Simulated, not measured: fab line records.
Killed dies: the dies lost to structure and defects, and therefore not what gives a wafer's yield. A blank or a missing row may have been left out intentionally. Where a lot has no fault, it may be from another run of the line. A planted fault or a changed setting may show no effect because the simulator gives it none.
fab line records	flow sky130	part 1 of 2: steps 1 to 35 of 42
[record] lots = 5	wafers = 15	lastDay = 49
route steps=708 shown GATE_OXIDE@192 POLY_GATE@204 RES_PROTECT@206
lots with no fault: from the same line, run without faults
startH: hours from the record's opening day to when the first of the lot's shown wafers began	waitH: time in hours since the lot's previous step	" repeats the value in the row above	L1.1+2: a row that stands for several wafers	- either no value or no given start	* or withheld: withheld	< > ~ a bound
route shown NAME@n: names a module that has steps shown in the file, with the first one's number in the route	usual: average and standard deviation across the fault-free wafers	same: alike in all rows	chamber/n: place in a boat	sites: readings site by site	_std_site: standard deviation of those values	_edge_site: the outer-site mean with the inner-site mean subtracted	radiusMm: how far each site lies from the wafer's centre	mask NAME#n: copy n	behind: the last tool/chamber to shape the wafer	hold: why the lot went on hold/how many hours it stayed there/how the hold came to an end	device: whichever transistor did not switch (one of n, p or np)	end of line: at the end of the route, the tests of the same wafers	where a step has no rows: the recipe by itself	killed: count of dies lost to structure and defects at first sort (not the wafer's yield)	map: shows each die of a wafer: x if killed, . if not, _ if none is there
set.NAME: the setting that was run; set.NAME@STEP: the one run at that earlier step	model.NAME: the simulator's own value behind a step, which no gauge read
lots at selected steps of the route; one table per step, one row per wafer
services: the hour from which a tool's chamber was out of use, counted from the record's first day as startH (under 0 if before that day), plus the number of hours and why
[[steps]]
[step SKY_GATE_OXIDE_COAT_05]
[recipe] resist = NOVOLAK	spinRpm = 3000	resistThkNm = 1140
lot.wafer	tool	chamber	startH	waitH
L074.1+4+5	lithoTrack-03	0	297.20	0.1
L078.1+2+6	lithoTrack-01	0	328.13	0.1
L090.3+5+6	lithoTrack-01	0	424.73	0.1
L093.2+3+4	lithoTrack-02	0	455.45	0.1
L094.2+5+6	lithoTrack-02	0	467.15	0.1
[step SKY_GATE_OXIDE_SOFTBAKE_06]
[recipe] tempC = 90	timeS = 60	resist = NOVOLAK
[usual] plateTempC = 89.98/0.12
lot.wafer	tool	chamber	startH	waitH	plateTempC
L074.1	lithoTrack-03	0	297.35	0.1	90.00
L074.4	"	0	"	"	90.10
L074.5	"	0	"	"	90.19
L078.1	lithoTrack-01	0	328.28	0.1	89.90
L078.2	"	0	"	"	89.78
L078.6	"	0	"	"	89.88
L090.3	lithoTrack-01	0	424.88	0.1	89.86
L090.5	"	0	"	"	89.76
L090.6	"	0	"	"	89.94
L093.2	lithoTrack-02	0	455.60	0.1	89.85
L093.3	"	0	"	"	89.89
L093.4	"	0	"	"	89.80
L094.2	lithoTrack-02	0	467.30	0.1	90.05
L094.5	"	0	"	"	89.89
L094.6	"	0	"	"	89.98
[step SKY_GATE_OXIDE_EXPOSE_07]
[recipe] maskId = LVOM	na = 0.6	sourceShape = conventional	sigmaOuter = 0.6	polarization = unpolarized	targetCdNm = 600	doseMj = 170
lot.wafer	tool	chamber	startH	waitH	mask
L074.1+4+5	ilineStepper-02	0	-	-	LVOM#0
L078.1+2+6	ilineStepper-02	0	-	-	LVOM#0
L090.3+5+6	ilineStepper-01	0	-	-	LVOM#0
L093.2+3+4	ilineStepper-02	0	-	-	LVOM#0
L094.2+5+6	ilineStepper-02	0	-	-	LVOM#0
[step SKY_GATE_OXIDE_PEB_08]
[recipe] tempC = withheld	timeS = *	resist = NOVOLAK
lot.wafer	tool	chamber	startH	waitH
L074.1+4+5	lithoTrack-01	0	-	-
L078.1+2+6	lithoTrack-02	0	-	-
L090.3+5+6	lithoTrack-01	0	-	-
L093.2+3+4	lithoTrack-02	0	-	-
L094.2+5+6	lithoTrack-03	0	-	-
[step SKY_GATE_OXIDE_DEVELOP_09]
[recipe] resist = NOVOLAK	developer = TMAH	developTimeS = 60	devTempC = 23
lot.wafer	tool	chamber	startH	waitH
L074.1+4+5	lithoTrack-01	0	310.18	0.1
L078.1+2+6	lithoTrack-02	0	340.68	0.1
L090.3+5+6	lithoTrack-01	0	440.28	0.1
L093.2+3+4	lithoTrack-02	0	471.20	0.1
L094.2+5+6	lithoTrack-03	0	481.77	0.1
[step SKY_GATE_OXIDE_OVL_MEAS_10]
[usual] GATE_OXIDE_OVL = 0.3/1.5
lot.wafer	tool	chamber	startH	waitH	GATE_OXIDE_OVL[nm]
L074.1	overlay-02	-	310.33	0.1	0.4
L074.4	"	-	"	"	2.4
L074.5	"	-	"	"	0.5
L078.1	overlay-01	-	340.83	0.1	4.0
L078.2	"	-	"	"	2.5
L078.6	"	-	"	"	3.7
L090.3	overlay-02	-	440.39	0.1	-2.1
L090.5	"	-	"	"	-0.1
L090.6	"	-	"	"	1.3
L093.2	overlay-01	-	471.33	0.1	0.1
L093.3	"	-	"	"	1.2
L093.4	"	-	"	"	1.4
L094.2	overlay-02	-	481.90	0.1	-0.7
L094.5	"	-	"	"	-1.9
L094.6	"	-	"	"	-1.3
[step SKY_GATE_OXIDE_IMPLANT_11]
[recipe] species = B	energyKev = 10	doseCm2 = 2.6e+12	tiltDeg = withheld
lot.wafer	tool	chamber	startH	waitH
L074.1+4+5	implanter-03	0	310.37	0.0
L078.1+2+6	implanter-03	0	340.86	0.0
L090.3+5+6	implanter-03	0	440.47	0.1
L093.2+3+4	implanter-04	0	471.39	0.0
L094.2+5+6	implanter-01	0	481.96	0.0
[step SKY_GATE_OXIDE_WET_ETCH_12]
[recipe] chemistry = dHF	targetDepthNm = 16.8	dry = n2Spin	target = SiO2	dilution = 100:1	tempC = 25	timeS = 336
lot.wafer	tool	chamber	startH	waitH
L074.1+4+5	wetBench-03	1	310.52	0.1
L078.1+2+6	wetBench-02	2	341.01	0.1
L090.3+5+6	wetBench-03	1	440.57	0.1
L093.2+3+4	wetBench-03	2	471.51	0.1
L094.2+5+6	wetBench-02	0	482.08	0.1
[step SKY_GATE_OXIDE_STRIP_13]
[recipe] chemistry = O2/N2	powerW = 1400	pressureMtorr = 1500	platenTempC = withheld	o2FlowSccm = 3000	n2FlowSccm = 300	overashFraction = 0.5
[usual] drypumpMotorCurrentA = 5.7/0.52	o2FlowSccm = 2999/9.7	oesProductAu = 0.716/0.0049	stripTimeToEndpointS = 14.18/0.044
lot.wafer	tool	chamber	startH	waitH	drypumpMotorCurrentA	o2FlowSccm	oesProductAu	rfHoursCounterH	stripTimeToEndpointS
L074.1	plasmaAsher-02	1	310.63	0.0	5.7	2985	0.714	18	14.20
L074.4	"	0	"	"	5.3	3011	0.718	-	14.12
L074.5	"	0	"	"	5.3	2997	0.718	-	14.16
L078.1	plasmaAsher-01	0	341.11	0.0	5.3	3000	0.716	65	14.11
L078.2	"	1	"	"	5.6	3003	0.716	65	14.11
L078.6	"	1	"	"	5.6	3010	0.711	-	14.13
L090.3	plasmaAsher-03	1	440.70	0.0	5.5	2979	0.709	-	14.21
L090.5	"	1	"	"	5.6	2968	0.710	-	14.20
L090.6	"	0	"	"	6.7	3009	0.713	-	14.21
L093.2	plasmaAsher-03	0	471.62	0.0	6.7	2995	0.713	63	14.21
L093.3	"	0	"	"	6.7	2986	0.718	-	14.19
L093.4	"	1	"	"	5.5	3012	0.716	-	14.15
L094.2	plasmaAsher-03	1	482.19	0.0	5.5	3005	0.722	65	14.21
L094.5	"	0	"	"	6.6	3006	0.710	-	14.17
L094.6	"	1	"	"	5.6	3007	0.715	-	14.21
[step SKY_GATE_OXIDE_TW_MEAS_14]
[usual] GATE_OXIDE_TW = 225.2/1.8
lot.wafer	tool	chamber	startH	waitH	GATE_OXIDE_TW
L074.1	filmMetro-01	-	310.73	0.1	225.8
L074.4	"	-	"	"	224.7
L074.5	"	-	"	"	227.3
L078.1	filmMetro-01	-	341.21	0.1	225.0
L078.2	"	-	"	"	225.2
L078.6	"	-	"	"	223.7
L090.3	filmMetro-03	-	440.79	0.1	223.3
L090.5	"	-	"	"	223.5
L090.6	"	-	"	"	223.8
L093.2	filmMetro-04	-	471.73	0.1	226.0
L093.3	"	-	"	"	225.9
L093.4	"	-	"	"	225.6
L094.2	filmMetro-01	-	482.30	0.1	226.3
L094.5	"	-	"	"	227.0
L094.6	"	-	"	"	226.4
[step SKY_GATE_OXIDE_CLEAN_15]
[recipe] chemistry = SC1/SC2	mix = 1:4:20	tempC = 70	timeS = 150	dry = n2Spin
lot.wafer	tool	chamber	startH	waitH
L074.1+4+5	wetBench-03	3	310.79	0.1
L078.1+2+6	wetBench-02	1	341.27	0.1
L090.3+5+6	wetBench-03	2	440.83	0.0
L093.2+3+4	wetBench-01	0	471.78	0.0
L094.2+5+6	wetBench-01	1	482.35	0.0
[step SKY_GATE_OXIDE_OXIDATION_16]
[recipe] tempC = 800	ambient = O2	idleTempC = 700	rampUpCPerMin = 10	rampDownCPerMin = 3	stabiliseS = 600	purgeS = 300	targetThkA = 35.7	oxTimeS = 1915
lot.wafer	tool	chamber	startH	waitH
L074.1+4+5	furnace-01	0	312.03	1.2
L078.1+2+6	furnace-01	0	343.50	2.2
L090.3+5+6	furnace-01	0	440.88	0.0
L093.2+3+4	furnace-01	0	471.83	0.0
L094.2+5+6	furnace-02	0	482.40	0.0
[step SKY_POLY_GATE_CVD_00]
[recipe] material = poly-Si	targetThkNm = 180	tempC = 620	timeS = 720	pressureMtorr = 200
lot.wafer	tool	chamber	startH	waitH
L074.1+4+5	lpcvd-01	1	313.56	0.0
L078.1+2+6	lpcvd-01	1	345.03	0.0
L090.3+5+6	lpcvd-01	0	442.41	0.0
L093.2+3+4	lpcvd-01	0	473.37	0.0
L094.2+5+6	lpcvd-01	0	483.93	0.0
[step SKY_POLY_GATE_THK_MEAS_01]
[recipe] reads = poly-Si_of_POLY_GATE_CVD_00
[usual] POLY_GATE_CVD_00_THK = 179.1/1.6
lot.wafer	tool	chamber	startH	waitH	POLY_GATE_CVD_00_THK[nm]
L074.1	filmMetro-03	-	314.76	0.0	181.5
L074.4	"	-	"	"	181.2
L074.5	"	-	"	"	182.6
L078.1	filmMetro-01	-	346.23	0.0	178.6
L078.2	"	-	"	"	177.8
L078.6	"	-	"	"	176.6
L090.3	filmMetro-02	-	444.23	0.0	176.0
L090.5	"	-	"	"	176.7
L090.6	"	-	"	"	176.3
L093.2	filmMetro-01	-	475.18	0.0	178.7
L093.3	"	-	"	"	179.4
L093.4	"	-	"	"	180.0
L094.2	filmMetro-02	-	485.74	0.0	178.5
L094.5	"	-	"	"	180.0
L094.6	"	-	"	"	180.3
[step SKY_RES_PROTECT_DEHYDRATE_00]
[recipe] tempC = 200	timeS = 60
[usual] plateTempC = 200.00/0.15
lot.wafer	tool	chamber	startH	waitH	plateTempC
L074.1	lithoTrack-03	0	326.85	12.1	200.21
L074.4	"	0	"	"	200.10
L074.5	"	0	"	"	200.00
L078.1	lithoTrack-03	0	359.40	13.2	199.88
L078.2	"	0	"	"	199.86
L078.6	"	0	"	"	199.89
L090.3	lithoTrack-02	0	458.88	14.6	200.04
L090.5	"	0	"	"	200.07
L090.6	"	0	"	"	200.23
L093.2	lithoTrack-03	0	489.92	14.7	200.17
L093.3	"	0	"	"	199.93
L093.4	"	0	"	"	199.88
L094.2	lithoTrack-03	0	500.32	14.6	200.02
L094.5	"	0	"	"	200.16
L094.6	"	0	"	"	199.96
[step SKY_RES_PROTECT_HMDS_01]
[recipe] primeTimeS = 60	primeTempC = 120
lot.wafer	tool	chamber	startH	waitH
L074.1+4+5	lithoTrack-03	0	327.00	0.1
L078.1+2+6	lithoTrack-03	0	359.55	0.1
L090.3+5+6	lithoTrack-02	0	459.03	0.1
L093.2+3+4	lithoTrack-03	0	490.07	0.1
L094.2+5+6	lithoTrack-03	0	500.47	0.1
[step SKY_RES_PROTECT_COAT_02]
[recipe] resist = NOVOLAK	spinRpm = 3000	resistThkNm = 1140
lot.wafer	tool	chamber	startH	waitH
L074.1+4+5	lithoTrack-03	0	327.15	0.1
L078.1+2+6	lithoTrack-03	0	359.70	0.1
L090.3+5+6	lithoTrack-02	0	459.18	0.1
L093.2+3+4	lithoTrack-03	0	490.22	0.1
L094.2+5+6	lithoTrack-03	0	500.62	0.1
[step SKY_RES_PROTECT_SOFTBAKE_03]
[recipe] tempC = 90	timeS = 60	resist = NOVOLAK
[usual] plateTempC = 90.02/0.14
lot.wafer	tool	chamber	startH	waitH	plateTempC
L074.1	lithoTrack-03	0	327.30	0.1	90.15
L074.4	"	0	"	"	89.82
L074.5	"	0	"	"	89.93
L078.1	lithoTrack-03	0	359.85	0.1	90.29
L078.2	"	0	"	"	89.85
L078.6	"	0	"	"	90.06
L090.3	lithoTrack-02	0	459.33	0.1	90.05
L090.5	"	0	"	"	90.24
L090.6	"	0	"	"	90.01
L093.2	lithoTrack-03	0	490.37	0.1	89.92
L093.3	"	0	"	"	90.00
L093.4	"	0	"	"	90.13
L094.2	lithoTrack-03	0	500.77	0.1	89.84
L094.5	"	0	"	"	90.01
L094.6	"	0	"	"	89.80
[step SKY_RES_PROTECT_EXPOSE_04]
[recipe] maskId = RPM	na = 0.6	sourceShape = conventional	sigmaOuter = 0.6	polarization = unpolarized	targetCdNm = 1270	doseMj = 131
lot.wafer	tool	chamber	startH	waitH	mask
L074.1+4+5	ilineStepper-02	0	-	-	RPM#0
L078.1+2+6	ilineStepper-02	0	-	-	RPM#0
L090.3+5+6	ilineStepper-01	0	-	-	RPM#0
L093.2+3+4	ilineStepper-01	0	-	-	RPM#0
L094.2+5+6	ilineStepper-01	0	-	-	RPM#0
[step SKY_RES_PROTECT_PEB_05]
[recipe] tempC = withheld	timeS = *	resist = NOVOLAK
lot.wafer	tool	chamber	startH	waitH
L074.1+4+5	lithoTrack-02	0	-	-
L078.1+2+6	lithoTrack-04	0	-	-
L090.3+5+6	lithoTrack-03	0	-	-
L093.2+3+4	lithoTrack-03	0	-	-
L094.2+5+6	lithoTrack-03	0	-	-
[step SKY_RES_PROTECT_DEVELOP_06]
[recipe] resist = NOVOLAK	developer = TMAH	developTimeS = 60	devTempC = 23
lot.wafer	tool	chamber	startH	waitH
L074.1+4+5	lithoTrack-02	0	339.58	0.1
L078.1+2+6	lithoTrack-04	0	374.24	0.1
L090.3+5+6	lithoTrack-03	0	474.60	0.1
L093.2+3+4	lithoTrack-03	0	505.12	0.1
L094.2+5+6	lithoTrack-03	0	515.17	0.1
[step SKY_POLY_GATE_IMPLANT_02]
[recipe] species = P	energyKev = 30	doseCm2 = 7.7e+15	tiltDeg = 0
lot.wafer	tool	chamber	startH	waitH
L074.1+4+5	implanter-04	0	339.73	0.1
L078.1+2+6	implanter-01	0	374.39	0.1
L090.3+5+6	implanter-04	0	474.75	0.1
L093.2+3+4	implanter-01	0	505.27	0.1
L094.2+5+6	implanter-01	0	515.32	0.1
[step SKY_RES_PROTECT_STRIP_07]
[recipe] chemistry = O2/N2	powerW = 1400	pressureMtorr = 1500	platenTempC = withheld	o2FlowSccm = 3000	n2FlowSccm = 300	overashFraction = 0.5
[usual] drypumpMotorCurrentA = 5.8/0.45	o2FlowSccm = 2999/9.7	oesProductAu = 0.518/0.0045	stripTimeToEndpointS = 23.29/0.034
lot.wafer	tool	chamber	startH	waitH	drypumpMotorCurrentA	o2FlowSccm	oesProductAu	rfHoursCounterH	stripTimeToEndpointS
L074.1	plasmaAsher-02	0	339.88	0.1	5.3	3017	0.519	19	23.28
L074.4	"	1	"	"	5.7	3020	0.513	-	23.24
L074.5	"	0	"	"	5.3	2992	0.521	-	23.31
L078.1	plasmaAsher-02	1	374.54	0.1	5.7	3003	0.522	22	23.31
L078.2	"	0	"	"	5.3	2984	0.513	22	23.28
L078.6	"	1	"	"	5.7	2998	0.526	-	23.32
L090.3	plasmaAsher-02	0	474.88	0.1	5.3	2992	0.525	-	23.26
L090.5	"	0	"	"	5.3	2990	0.521	-	23.25
L090.6	"	1	"	"	5.7	3000	0.522	-	23.28
L093.2	plasmaAsher-03	1	505.40	0.1	5.6	2989	0.519	67	23.27
L093.3	"	1	"	"	5.5	2999	0.526	-	23.30
L093.4	"	0	"	"	6.7	2999	0.519	-	23.30
L094.2	plasmaAsher-02	0	515.45	0.1	5.3	2991	0.510	36	23.28
L094.5	"	1	"	"	5.7	2998	0.513	-	23.28
L094.6	"	0	"	"	5.3	2999	0.523	-	23.28
[step SKY_RES_PROTECT_TW_MEAS_08]
[usual] POLY_GATE_TW = 4058/27
lot.wafer	tool	chamber	startH	waitH	POLY_GATE_TW
L074.1	filmMetro-01	-	339.98	0.1	4036
L074.4	"	-	"	"	4037
L074.5	"	-	"	"	4029
L078.1	filmMetro-04	-	374.64	0.1	4086
L078.2	"	-	"	"	4086
L078.6	"	-	"	"	4060
L090.3	filmMetro-02	-	474.97	0.1	4037
L090.5	"	-	"	"	4045
L090.6	"	-	"	"	4038
L093.2	filmMetro-04	-	505.51	0.1	4043
L093.3	"	-	"	"	4062
L093.4	"	-	"	"	4040
L094.2	filmMetro-02	-	515.56	0.1	4075
L094.5	"	-	"	"	4064
L094.6	"	-	"	"	4071
[step SKY_RES_PROTECT_CLEAN_09]
[recipe] chemistry = SC1/SC2	mix = 1:4:20	tempC = 70	timeS = 150	dry = n2Spin
lot.wafer	tool	chamber	startH	waitH
L074.1+4+5	wetBench-04	2	340.04	0.1
L078.1+2+6	wetBench-02	2	374.70	0.1
L090.3+5+6	wetBench-03	1	475.01	0.0
L093.2+3+4	wetBench-02	1	505.56	0.0
L094.2+5+6	wetBench-04	1	515.61	0.0
[step SKY_POLY_GATE_CVD_03]
[recipe] material = Si3N4	precursor = DCS/NH3	targetThkNm = 75	tempC = 770	timeS = 1290	pressureMtorr = 250
lot.wafer	tool	chamber	startH	waitH
L074.1+4+5	lpcvd-02	1	342.93	2.8
L078.1+2+6	lpcvd-02	1	376.02	1.3
L090.3+5+6	lpcvd-02	1	475.06	0.0
L093.2+3+4	lpcvd-02	0	505.68	0.1
L094.2+5+6	lpcvd-02	0	515.72	0.0
[step SKY_POLY_GATE_THK_MEAS_04]
[recipe] reads = Si3N4_of_POLY_GATE_CVD_03
[usual] POLY_GATE_CVD_03_THK = 74.7/0.73
lot.wafer	tool	chamber	startH	waitH	POLY_GATE_CVD_03_THK[nm]
L074.1	filmMetro-02	-	344.97	0.0	74.7
L074.4	"	-	"	"	74.8
L074.5	"	-	"	"	75.2
L078.1	filmMetro-03	-	377.38	0.0	75.9
L078.2	"	-	"	"	75.8
L078.6	"	-	"	"	76.0
L090.3	filmMetro-02	-	476.44	0.0	74.4
L090.5	"	-	"	"	75.1
L090.6	"	-	"	"	75.0
L093.2	filmMetro-03	-	507.05	0.0	76.2
L093.3	"	-	"	"	75.0
L093.4	"	-	"	"	75.8
L094.2	filmMetro-03	-	517.09	0.0	74.1
L094.5	"	-	"	"	74.7
L094.6	"	-	"	"	74.2
[step SKY_POLY_GATE_DEHYDRATE_05]
[recipe] tempC = 200	timeS = 60
[usual] plateTempC = 200.05/0.16
lot.wafer	tool	chamber	startH	waitH	plateTempC
L074.1	lithoTrack-01	0	357.88	12.9	199.95
L074.4	"	0	"	"	200.06
L074.5	"	0	"	"	200.04
L078.1	lithoTrack-01	0	390.08	12.7	200.07
L078.2	"	0	"	"	200.14
L078.6	"	0	"	"	200.07
L090.3	lithoTrack-02	0	491.13	14.7	200.42
L090.5	"	0	"	"	200.18
L090.6	"	0	"	"	200.29
L093.2	lithoTrack-02	0	521.90	14.8	200.05
L093.3	"	0	"	"	200.05
L093.4	"	0	"	"	199.74
L094.2	lithoTrack-02	0	532.15	15.1	200.03
L094.5	"	0	"	"	200.03
L094.6	"	0	"	"	200.08
[step SKY_POLY_GATE_HMDS_06]
[recipe] primeTimeS = 60	primeTempC = 120
lot.wafer	tool	chamber	startH	waitH
L074.1+4+5	lithoTrack-01	0	358.03	0.1
L078.1+2+6	lithoTrack-01	0	390.23	0.1
L090.3+5+6	lithoTrack-02	0	491.28	0.1
L093.2+3+4	lithoTrack-02	0	522.05	0.1
L094.2+5+6	lithoTrack-02	0	532.30	0.1
[step SKY_POLY_GATE_COAT_07]
[recipe] resist = BARC	tempC = withheld	timeS = withheld	spinRpm = 3000	resistThkNm = 110
lot.wafer	tool	chamber	startH	waitH
L074.1+4+5	lithoTrack-01	0	358.18	0.1
L078.1+2+6	lithoTrack-01	0	390.38	0.1
L090.3+5+6	lithoTrack-02	0	491.43	0.1
L093.2+3+4	lithoTrack-02	0	522.20	0.1
L094.2+5+6	lithoTrack-02	0	532.45	0.1
[step SKY_POLY_GATE_COAT_08]
[recipe] resist = KrF-thick	spinRpm = 3000	resistThkNm = 450
lot.wafer	tool	chamber	startH	waitH
L074.1+4+5	lithoTrack-01	0	-	-
L078.1+2+6	lithoTrack-01	0	-	-
L090.3+5+6	lithoTrack-02	0	-	-
L093.2+3+4	lithoTrack-02	0	-	-
L094.2+5+6	lithoTrack-02	0	-	-
[step SKY_POLY_GATE_SOFTBAKE_09]
[recipe] tempC = 100	timeS = 90	resist = KrF-thick
[usual] plateTempC = 100.01/0.11
lot.wafer	tool	chamber	startH	waitH	plateTempC
L074.1	lithoTrack-01	0	-	-	99.94
L074.4	"	0	"	"	100.12
L074.5	"	0	"	"	99.94
L078.1	lithoTrack-01	0	-	-	99.92
L078.2	"	0	"	"	100.12
L078.6	"	0	"	"	99.87
L090.3	lithoTrack-02	0	-	-	99.74
L090.5	"	0	"	"	99.99
L090.6	"	0	"	"	99.92
L093.2	lithoTrack-02	0	-	-	99.96
L093.3	"	0	"	"	99.94
L093.4	"	0	"	"	99.94
L094.2	lithoTrack-02	0	-	-	99.88
L094.5	"	0	"	"	99.88
L094.6	"	0	"	"	99.90
[step SKY_POLY_GATE_EXPOSE_10]
[recipe] maskId = P1M	na = 0.68	sourceShape = conventional	sigmaOuter = 0.6	targetCdNm = 150	doseMj = 28
lot.wafer	tool	chamber	startH	waitH	mask
L074.1+4+5	krfScanner-01	0	-	-	P1M#0
L078.1+2+6	krfScanner-01	0	-	-	P1M#0
L090.3+5+6	krfScanner-01	0	-	-	P1M#0
L093.2+3+4	krfScanner-02	0	-	-	P1M#0
L094.2+5+6	krfScanner-02	0	-	-	P1M#0
[step SKY_POLY_GATE_PEB_11]
[recipe] pebTempC = withheld	pebTimeS = withheld	resist = KrF-thick
lot.wafer	tool	chamber	startH	waitH
L074.1+4+5	lithoTrack-02	0	-	-
L078.1+2+6	lithoTrack-02	0	-	-
L090.3+5+6	lithoTrack-04	0	-	-
L093.2+3+4	lithoTrack-02	0	-	-
L094.2+5+6	lithoTrack-01	0	-	-
[step SKY_POLY_GATE_DEVELOP_12]
[recipe] developTimeS = 60	resist = KrF-thick	devTempC = 21
lot.wafer	tool	chamber	startH	waitH
L074.1+4+5	lithoTrack-02	0	-	-
L078.1+2+6	lithoTrack-02	0	-	-
L090.3+5+6	lithoTrack-04	0	-	-
L093.2+3+4	lithoTrack-02	0	-	-
L094.2+5+6	lithoTrack-01	0	-	-
